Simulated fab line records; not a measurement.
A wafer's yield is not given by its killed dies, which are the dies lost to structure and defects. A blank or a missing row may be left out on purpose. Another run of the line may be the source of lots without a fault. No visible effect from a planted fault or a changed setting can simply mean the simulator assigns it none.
fab line records + flow sky130
[record]
- lots = 5
- wafers = 15
- lastDay = 50
route steps=708 shown METAL4@625
lots that met no fault: from a run of the same line without faults
startH: hours from the record's opening day to when the first of the lot's shown wafers began + waitH: hours from the lot's prior step to this one + " repeats the value in the row above + L1.1+2: a row that stands for several wafers + - no value, or no start given + * or withheld: withheld + < > ~ a bound
route shown NAME@n: NAME is a module with steps in the file, n the number in the route of the first one + usual: mean and standard deviation over wafers with no fault + same: alike in all rows + chamber/n: place in a boat + sites: per-site readings + _std_site: the standard deviation of these + _edge_site: outer sites' mean less inner sites' + radiusMm: for every site, how far away it sits from the centre of the wafer + mask NAME#n: copy n + behind: the last tool/chamber to shape the wafer + hold: reason for holding the lot/hours on hold/outcome of the hold + device: names the non-switching transistor (n, p or np) + end of line: at the end of the route, the tests of the same wafers + step lacking rows: just its recipe + killed: the dies lost at the first sort to structure and to defects; this is not the yield of the wafer + map: the dies of a wafer, with x for killed, . for not killed, _ for no die there
set.NAME: setting as actually run; set.NAME@STEP: the setting as run at that earlier step + model.NAME: the simulator's own value behind a step, which no gauge read
lots seen at some steps along the route; tables by step, rows by wafer
services: the hour from which a tool's chamber was out of use, counted from the record's first day as startH (under 0 if before that day), plus the number of hours and why
[[steps]]
[step SKY_METAL4_SOFTBAKE_09]
[recipe]
- tempC = 100
- timeS = 90
- resist = KrF-thick
| lot.wafer  | tool          | chamber | startH | waitH |
|------------|---------------|---------|--------|-------|
| L081.2+4+6 | lithoTrack-01 | 0       | -      | -     |
| L088.2+5+6 | lithoTrack-01 | 0       | -      | -     |
| L092.2+3+4 | lithoTrack-01 | 0       | -      | -     |
| L093.2+3+4 | lithoTrack-02 | 0       | -      | -     |
| L097.1+4+5 | lithoTrack-02 | 0       | -      | -     |
[step SKY_METAL4_EXPOSE_10]
[recipe]
- maskId = MM4
- na = 0.68
- sourceShape = annular
- sigmaInner = 0.4
- sigmaOuter = 0.8
- targetCdNm = 300
- doseMj = 28
[usual]
- reticleTempC = 22.98/0.1
| lot.wafer | tool          | chamber | startH | waitH | mask  | reticleTempC |
|-----------|---------------|---------|--------|-------|-------|--------------|
| L081.2    | krfScanner-01 | 0       | -      | -     | MM4#0 | 23.15        |
| L081.4    | "             | 0       | "      | "     | MM4#0 | 23.13        |
| L081.6    | "             | 0       | "      | "     | MM4#0 | 23.03        |
| L088.2    | krfScanner-02 | 0       | -      | -     | MM4#0 | 22.88        |
| L088.5    | "             | 0       | "      | "     | MM4#0 | 22.99        |
| L088.6    | "             | 0       | "      | "     | MM4#0 | 22.89        |
| L092.2    | krfScanner-01 | 0       | -      | -     | MM4#0 | 23.01        |
| L092.3    | "             | 0       | "      | "     | MM4#0 | 23.07        |
| L092.4    | "             | 0       | "      | "     | MM4#0 | 23.12        |
| L093.2    | krfScanner-01 | 0       | -      | -     | MM4#0 | 23.11        |
| L093.3    | "             | 0       | "      | "     | MM4#0 | 22.98        |
| L093.4    | "             | 0       | "      | "     | MM4#0 | 23.01        |
| L097.1    | krfScanner-02 | 0       | -      | -     | MM4#0 | 23.09        |
| L097.4    | "             | 0       | "      | "     | MM4#0 | 22.98        |
| L097.5    | "             | 0       | "      | "     | MM4#0 | 22.90        |
[step SKY_METAL4_PEB_11]
[recipe]
- pebTempC = withheld
- pebTimeS = withheld
- resist = KrF-thick
| lot.wafer  | tool          | chamber | startH | waitH |
|------------|---------------|---------|--------|-------|
| L081.2+4+6 | lithoTrack-02 | 0       | -      | -     |
| L088.2+5+6 | lithoTrack-02 | 0       | -      | -     |
| L092.2+3+4 | lithoTrack-02 | 0       | -      | -     |
| L093.2+3+4 | lithoTrack-01 | 0       | -      | -     |
| L097.1+4+5 | lithoTrack-02 | 0       | -      | -     |
[step SKY_METAL4_DEVELOP_12]
[recipe]
- developTimeS = 60
- resist = KrF-thick
- devTempC = 21
| lot.wafer  | tool          | chamber | startH | waitH |
|------------|---------------|---------|--------|-------|
| L081.2+4+6 | lithoTrack-02 | 0       | -      | -     |
| L088.2+5+6 | lithoTrack-02 | 0       | -      | -     |
| L092.2+3+4 | lithoTrack-02 | 0       | -      | -     |
| L093.2+3+4 | lithoTrack-01 | 0       | -      | -     |
| L097.1+4+5 | lithoTrack-02 | 0       | -      | -     |
[step SKY_METAL4_CD_MEAS_13]
[recipe]
- targetCdNm = 300
[usual]
- cdNm = 300.3/1.6
| lot.wafer | tool     | chamber | startH  | waitH | cdNm  |
|-----------|----------|---------|---------|-------|-------|
| L081.2    | cdSem-01 | -       | 1025.41 | -     | 300.3 |
| L081.4    | "        | -       | "       | "     | 298.5 |
| L081.6    | "        | -       | "       | "     | 300.3 |
| L088.2    | cdSem-02 | -       | 1073.56 | -     | 301.5 |
| L088.5    | "        | -       | "       | "     | 301.8 |
| L088.6    | "        | -       | "       | "     | 300.8 |
| L092.2    | cdSem-02 | -       | 1094.66 | -     | 301.3 |
| L092.3    | "        | -       | "       | "     | 302.3 |
| L092.4    | "        | -       | "       | "     | 300.4 |
| L093.2    | cdSem-02 | -       | 1097.84 | -     | 297.6 |
| L093.3    | "        | -       | "       | "     | 297.7 |
| L093.4    | "        | -       | "       | "     | 297.5 |
| L097.1    | cdSem-02 | -       | 1122.44 | -     | 296.8 |
| L097.4    | "        | -       | "       | "     | 297.4 |
| L097.5    | "        | -       | "       | "     | 297.5 |
[step SKY_METAL4_OVL_MEAS_14]
[usual]
- METAL4_OVL = -3/5.9
| lot.wafer | tool       | chamber | startH  | waitH | METAL4_OVL[nm] |
|-----------|------------|---------|---------|-------|----------------|
| L081.2    | overlay-02 | -       | 1025.51 | 0.1   | 1              |
| L081.4    | "          | -       | "       | "     | 1              |
| L081.6    | "          | -       | "       | "     | -2             |
| L088.2    | overlay-02 | -       | 1073.66 | 0.1   | -5             |
| L088.5    | "          | -       | "       | "     | -3             |
| L088.6    | "          | -       | "       | "     | 3              |
| L092.2    | overlay-02 | -       | 1094.76 | 0.1   | -3             |
| L092.3    | "          | -       | "       | "     | -5             |
| L092.4    | "          | -       | "       | "     | -3             |
| L093.2    | overlay-02 | -       | 1097.94 | 0.1   | 8              |
| L093.3    | "          | -       | "       | "     | 2              |
| L093.4    | "          | -       | "       | "     | 6              |
| L097.1    | overlay-01 | -       | 1122.56 | 0.1   | 2              |
| L097.4    | "          | -       | "       | "     | 3              |
| L097.5    | "          | -       | "       | "     | 2              |
[step SKY_METAL4_DESCUM_15]
[recipe]
- chemistry = O2
- sourcePowerW = 150
- biasPowerW = 0
- pressureMtorr = 10
- tempC = 40
- timeS = 8
[usual]
- chamberPressureMTorr = 9.999/0.0083
- drypumpMotorCurrentA = 5.7/0.36
- oesProductAu = 0.999/0.0092
| lot.wafer | tool        | chamber | startH  | waitH | chamberPressureMTorr | drypumpMotorCurrentA | oesProductAu | rfHoursCounterH |
|-----------|-------------|---------|---------|-------|----------------------|----------------------|--------------|-----------------|
| L081.2    | rieMetal-03 | 0       | 1025.54 | 0.0   | 9.996                | 5.7                  | 1.000        | 0               |
| L081.4    | "           | 1       | "       | "     | 10.005               | 6.2                  | 1.002        | -               |
| L081.6    | "           | 0       | "       | "     | 9.997                | 5.8                  | 1.001        | -               |
| L088.2    | rieMetal-03 | 1       | 1073.69 | 0.0   | 9.988                | 6.3                  | 1.009        | 11              |
| L088.5    | "           | 0       | "       | "     | 9.998                | 5.7                  | 1.007        | -               |
| L088.6    | "           | 1       | "       | "     | 10.004               | 6.3                  | 1.008        | -               |
| L092.2    | rieMetal-03 | 1       | 1094.79 | 0.0   | 10.002               | 6.3                  | 0.997        | 12              |
| L092.3    | "           | 0       | "       | "     | 9.978                | 5.7                  | 1.006        | -               |
| L092.4    | "           | 1       | "       | "     | 9.997                | 6.2                  | 0.996        | -               |
| L093.2    | rieMetal-03 | 0       | 1097.97 | 0.0   | 9.999                | 5.7                  | 0.998        | 5               |
| L093.3    | "           | 1       | "       | "     | 9.997                | 6.3                  | 1.002        | -               |
| L093.4    | "           | 0       | "       | "     | 10.006               | 5.7                  | 0.994        | -               |
| L097.1    | rieMetal-04 | 1       | 1122.59 | 0.0   | 9.998                | 5.5                  | 1.015        | 18              |
| L097.4    | "           | 0       | "       | "     | 9.996                | 5.7                  | 0.980        | -               |
| L097.5    | "           | 0       | "       | "     | 9.992                | 5.7                  | 0.987        | -               |
[step SKY_METAL4_ETCH_16]
[recipe]
- chemistry = N2/H2
- target = BARC
- ionEnergyEv = 200
- biasW = 100
- pressureMtorr = 30
- n2FlowSccm = 100
- h2FlowSccm = 200
- icpW = 500
- stopOn = SiO2
- timeS = 88.2
- targetDepthA = 600
[usual]
- chamberPressureMTorr = 29.999/0.028
- drypumpMotorCurrentA = 5.7/0.36
- n2FlowSccm = 100.0/0.34
- oesProductAu = 0.625/0.0047
- throttleValvePct = 13.205/0.0099
| lot.wafer | tool        | chamber | startH  | waitH | chamberPressureMTorr | drypumpMotorCurrentA | n2FlowSccm | oesProductAu | rfHoursCounterH | throttleValvePct |
|-----------|-------------|---------|---------|-------|----------------------|----------------------|------------|--------------|-----------------|------------------|
| L081.2    | rieMetal-03 | 0       | 1025.57 | 0.0   | 30.030               | 5.8                  | 100.2      | 0.629        | 0               | 13.200           |
| L081.4    | "           | 1       | "       | "     | 29.948               | 6.3                  | 99.6       | 0.624        | -               | 13.192           |
| L081.6    | "           | 0       | "       | "     | 30.001               | 5.8                  | 100.2      | 0.613        | -               | 13.197           |
| L088.2    | rieMetal-03 | 1       | 1073.72 | 0.0   | 30.010               | 6.3                  | 100.4      | 0.626        | 11              | 13.208           |
| L088.5    | "           | 0       | "       | "     | 29.979               | 5.7                  | 100.6      | 0.624        | -               | 13.232           |
| L088.6    | "           | 1       | "       | "     | 29.955               | 6.3                  | 100.3      | 0.629        | -               | 13.195           |
| L092.2    | rieMetal-03 | 1       | 1094.82 | 0.0   | 30.000               | 6.3                  | 100.0      | 0.618        | 12              | 13.203           |
| L092.3    | "           | 0       | "       | "     | 30.031               | 5.7                  | 100.0      | 0.615        | -               | 13.215           |
| L092.4    | "           | 1       | "       | "     | 29.986               | 6.3                  | 99.9       | 0.624        | -               | 13.197           |
| L093.2    | rieMetal-03 | 0       | 1098.01 | 0.0   | 29.973               | 5.7                  | 99.9       | 0.617        | 5               | 13.185           |
| L093.3    | "           | 1       | "       | "     | 30.052               | 6.3                  | 100.1      | 0.624        | -               | 13.202           |
| L093.4    | "           | 0       | "       | "     | 29.932               | 5.7                  | 99.9       | 0.623        | -               | 13.180           |
| L097.1    | rieMetal-04 | 1       | 1122.62 | 0.0   | 29.964               | 5.4                  | 99.8       | 0.624        | 18              | 13.191           |
| L097.4    | "           | 0       | "       | "     | 30.013               | 5.8                  | 99.7       | 0.625        | -               | 13.192           |
| L097.5    | "           | 0       | "       | "     | 29.998               | 5.8                  | 99.6       | 0.633        | -               | 13.186           |
[step SKY_METAL4_ETCH_17]
[recipe]
- target = SiO2
- stopOn = TiN
- chemistry = C4F8/O2/Ar
- sourceW = 1500
- biasW = 1200
- pressureMtorr = 40
- c4f8FlowSccm = withheld
- O2_flow_sccm = 6
- Ar_flow_sccm = 300
- timeS = 3.9
- targetDepthA = 150
[usual]
- chamberPressureMTorr = 40.00/0.036
- oesProductAu = 0.757/0.0072
| lot.wafer | tool       | chamber | startH  | waitH | chamberPressureMTorr | oesProductAu | rfHoursCounterH |
|-----------|------------|---------|---------|-------|----------------------|--------------|-----------------|
| L081.2    | rieDiel-02 | 2       | 1025.67 | 0.1   | 40.06                | 0.767        | 14              |
| L081.4    | "          | 1       | "       | "     | 40.01                | 0.773        | 16              |
| L081.6    | "          | 0       | "       | "     | 39.96                | 0.762        | -               |
| L088.2    | rieDiel-02 | 2       | 1073.82 | 0.1   | 39.97                | 0.745        | 15              |
| L088.5    | "          | 3       | "       | "     | 39.96                | 0.767        | -               |
| L088.6    | "          | 2       | "       | "     | 40.01                | 0.747        | -               |
| L092.2    | rieDiel-03 | 1       | 1094.92 | 0.1   | 40.01                | 0.755        | 15              |
| L092.3    | "          | 3       | "       | "     | 39.92                | 0.754        | 19              |
| L092.4    | "          | 0       | "       | "     | 39.98                | 0.754        | 22              |
| L093.2    | rieDiel-02 | 1       | 1098.10 | 0.1   | 39.98                | 0.753        | 18              |
| L093.3    | "          | 0       | "       | "     | 39.98                | 0.753        | 20              |
| L093.4    | "          | 3       | "       | "     | 39.95                | 0.758        | 4               |
| L097.1    | rieDiel-01 | 1       | 1122.72 | 0.1   | 40.00                | 0.756        | 16              |
| L097.4    | "          | 0       | "       | "     | 40.03                | 0.760        | 13              |
| L097.5    | "          | 2       | "       | "     | 39.98                | 0.758        | -               |
[step SKY_METAL4_METAL_ETCH_18]
[recipe]
- targetDepthA = 8450
- stopOn = SiO2
- overEtchFrac = 0.3
- timeS = 183.1
- chemistry = Cl2/BCl3
- resistSidewallDeg = 88
- pressureMtorr = 10
- icpW = 900
- biasW = 48.5
- Cl2_flow_sccm = 60
- bcl3FlowSccm = 30
[usual]
- chamberPressureMTorr = 10.000/0.0089
- drypumpMotorCurrentA = 5.7/0.35
- oesProductAu = 0.866/0.0062
- throttleValvePct = 22.264/0.0084
[same]
- overEtchFrac = 0.3
| lot.wafer | tool        | chamber | startH  | waitH | chamberPressureMTorr | drypumpMotorCurrentA | oesProductAu | rfHoursCounterH | throttleValvePct |
|-----------|-------------|---------|---------|-------|----------------------|----------------------|--------------|-----------------|------------------|
| L081.2    | rieMetal-02 | 1       | 1025.69 | 0.0   | 9.976                | 5.6                  | 0.873        | 13              | 22.267           |
| L081.4    | "           | 0       | "       | "     | 10.004               | 5.1                  | 0.871        | -               | 22.275           |
| L081.6    | "           | 1       | "       | "     | 10.003               | 5.6                  | 0.863        | -               | 22.258           |
| L088.2    | rieMetal-04 | 0       | 1073.84 | 0.0   | 10.000               | 5.7                  | 0.866        | 16              | 22.274           |
| L088.5    | "           | 1       | "       | "     | 10.006               | 5.4                  | 0.867        | -               | 22.262           |
| L088.6    | "           | 0       | "       | "     | 9.989                | 5.7                  | 0.868        | -               | 22.261           |
| L092.2    | rieMetal-04 | 0       | 1094.94 | 0.0   | 9.993                | 5.7                  | 0.865        | 18              | 22.275           |
| L092.3    | "           | 1       | "       | "     | 10.007               | 5.4                  | 0.858        | -               | 22.268           |
| L092.4    | "           | 0       | "       | "     | 10.005               | 5.7                  | 0.878        | -               | 22.251           |
| L093.2    | rieMetal-04 | 0       | 1098.12 | 0.0   | 10.008               | 5.7                  | 0.867        | 18              | 22.270           |
| L093.3    | "           | 0       | "       | "     | 10.002               | 5.7                  | 0.872        | -               | 22.253           |
| L093.4    | "           | 1       | "       | "     | 10.001               | 5.4                  | 0.862        | -               | 22.259           |
| L097.1    | rieMetal-02 | 0       | 1122.74 | 0.0   | 9.987                | 5.2                  | 0.857        | 15              | 22.253           |
| L097.4    | "           | 0       | "       | "     | 9.997                | 5.1                  | 0.868        | -               | 22.274           |
| L097.5    | "           | 0       | "       | "     | 9.984                | 5.2                  | 0.868        | -               | 22.250           |
[step SKY_METAL4_STRIP_19]
[recipe]
- chemistry = O2/N2
- powerW = 1400
- pressureMtorr = 1500
- platenTempC = withheld
- o2FlowSccm = 3000
- n2FlowSccm = 300
- overashFraction = 0.5
[usual]
- chamberPressureMTorr = 1500.0/1.3
- drypumpMotorCurrentA = 5.84/0.17
- n2FlowSccm = 299.9/0.84
- o2FlowSccm = 3001/9.3
- oesProductAu = 0.503/0.0055
- stripTimeToEndpointS = 6.56/0.082
| lot.wafer | tool           | chamber | startH  | waitH | chamberPressureMTorr | drypumpMotorCurrentA | n2FlowSccm | o2FlowSccm | oesProductAu | rfHoursCounterH | stripTimeToEndpointS |
|-----------|----------------|---------|---------|-------|----------------------|----------------------|------------|------------|--------------|-----------------|----------------------|
| L081.2    | plasmaAsher-02 | 0       | 1025.87 | 0.1   | 1501.6               | 5.97                 | 300.3      | 3013       | 0.514        | 118             | 6.67                 |
| L081.4    | "              | 1       | "       | "     | 1501.1               | 5.54                 | 298.0      | 3008       | 0.502        | -               | 6.41                 |
| L081.6    | "              | 0       | "       | "     | 1500.5               | 5.97                 | 300.0      | 2999       | 0.504        | -               | 6.61                 |
| L088.2    | plasmaAsher-02 | 0       | 1074.02 | 0.1   | 1499.1               | 5.99                 | 298.3      | 3004       | 0.505        | 1               | 6.68                 |
| L088.5    | "              | 1       | "       | "     | 1498.1               | 5.56                 | 299.4      | 3011       | 0.500        | -               | 6.53                 |
| L088.6    | "              | 0       | "       | "     | 1500.6               | 6.03                 | 299.2      | 3009       | 0.510        | -               | 6.69                 |
| L092.2    | plasmaAsher-01 | 0       | 1095.12 | 0.1   | 1498.5               | 5.93                 | 301.1      | 2987       | 0.510        | 99              | 6.66                 |
| L092.3    | "              | 1       | "       | "     | 1501.8               | 5.93                 | 301.1      | 3009       | 0.501        | -               | 6.53                 |
| L092.4    | "              | 0       | "       | "     | 1497.7               | 5.93                 | 299.2      | 2989       | 0.506        | -               | 6.59                 |
| L093.2    | plasmaAsher-01 | 1       | 1098.30 | 0.1   | 1499.8               | 5.95                 | 299.1      | 3009       | 0.507        | 100             | 6.66                 |
| L093.3    | "              | 0       | "       | "     | 1499.0               | 5.92                 | 298.2      | 2991       | 0.510        | -               | 6.63                 |
| L093.4    | "              | 1       | "       | "     | 1501.4               | 5.94                 | 300.0      | 2988       | 0.500        | -               | 6.50                 |
| L097.1    | plasmaAsher-02 | 1       | 1123.10 | 0.3   | 1498.9               | 5.56                 | 300.0      | 2985       | 0.499        | 5               | 6.48                 |
| L097.4    | "              | 1       | "       | "     | 1497.8               | 5.56                 | 300.9      | 3002       | 0.502        | -               | 6.53                 |
| L097.5    | "              | 0       | "       | "     | 1499.7               | 5.96                 | 300.3      | 2992       | 0.497        | -               | 6.47                 |
[step SKY_METAL4_STRIP_20]
[recipe]
- chemistry = postEtchResidueRemover
- timeS = 1200
- tempC = 72.5
| lot.wafer  | tool        | chamber | startH  | waitH |
|------------|-------------|---------|---------|-------|
| L081.2+4+6 | wetBench-01 | 1       | 1025.97 | 0.1   |
| L088.2+5+6 | wetBench-01 | 2       | 1074.12 | 0.1   |
| L092.2+3+4 | wetBench-01 | 3       | 1095.22 | 0.1   |
| L093.2+3+4 | wetBench-01 | 1       | 1098.40 | 0.1   |
| L097.1+4+5 | wetBench-01 | 1       | 1123.20 | 0.1   |
[step SKY_METAL4_CLEAN_21]
[recipe]
- chemistry = IPA
- timeS = 180
- tempC = 25
| lot.wafer  | tool        | chamber | startH  | waitH |
|------------|-------------|---------|---------|-------|
| L081.2+4+6 | wetBench-03 | 3       | 1026.31 | 0.0   |
| L088.2+5+6 | wetBench-04 | 0       | 1074.49 | 0.0   |
| L092.2+3+4 | wetBench-04 | 3       | 1095.56 | 0.0   |
| L093.2+3+4 | wetBench-04 | 2       | 1098.74 | 0.0   |
| L097.1+4+5 | wetBench-01 | 0       | 1123.54 | 0.0   |
[[services]]
| tool           | chamber | startH  | hours | kind   |
|----------------|---------|---------|-------|--------|
| rieMetal-02    | 1       | 996.22  | 2.9   | repair |
| rieMetal-03    | -       | 1004.13 | 2.8   | pm     |
| rieDiel-01     | -       | 1006.37 | 0.2   | repair |
| krfScanner-02  | -       | 1012.26 | 4.7   | repair |
| wetBench-03    | -       | 1018.05 | 0.6   | repair |
| rieDiel-01     | -       | 1021.94 | 2.4   | repair |
| krfScanner-01  | -       | 1023.99 | 7.2   | pm     |
| krfScanner-02  | -       | 1032.50 | 4.2   | repair |
| krfScanner-02  | -       | 1041.36 | 0.8   | pm     |
| krfScanner-02  | -       | 1046.87 | 1.3   | pm     |
| plasmaAsher-02 | -       | 1055.25 | 9.0   | pm     |
| rieDiel-03     | 0       | 1064.07 | 5.7   | repair |
| krfScanner-02  | -       | 1067.16 | 21.0  | pm     |
| rieDiel-01     | -       | 1072.86 | 14.6  | pm     |
| plasmaAsher-01 | -       | 1073.37 | 6.3   | repair |
| rieDiel-02     | -       | 1076.84 | 2.8   | pm     |
| rieDiel-03     | 0       | 1088.85 | 3.1   | repair |
| plasmaAsher-02 | -       | 1096.15 | 5.8   | repair |
| plasmaAsher-01 | -       | 1104.59 | 0.6   | repair |
| krfScanner-01  | -       | 1111.63 | 1.3   | pm     |
| rieDiel-03     | 1       | 1113.17 | 2.8   | repair |
| krfScanner-01  | -       | 1113.66 | 0.8   | pm     |
| rieMetal-02    | 1       | 1117.54 | 6.2   | repair |
| rieDiel-02     | 3       | 1120.14 | 1.6   | repair |
[[key]]
fault none
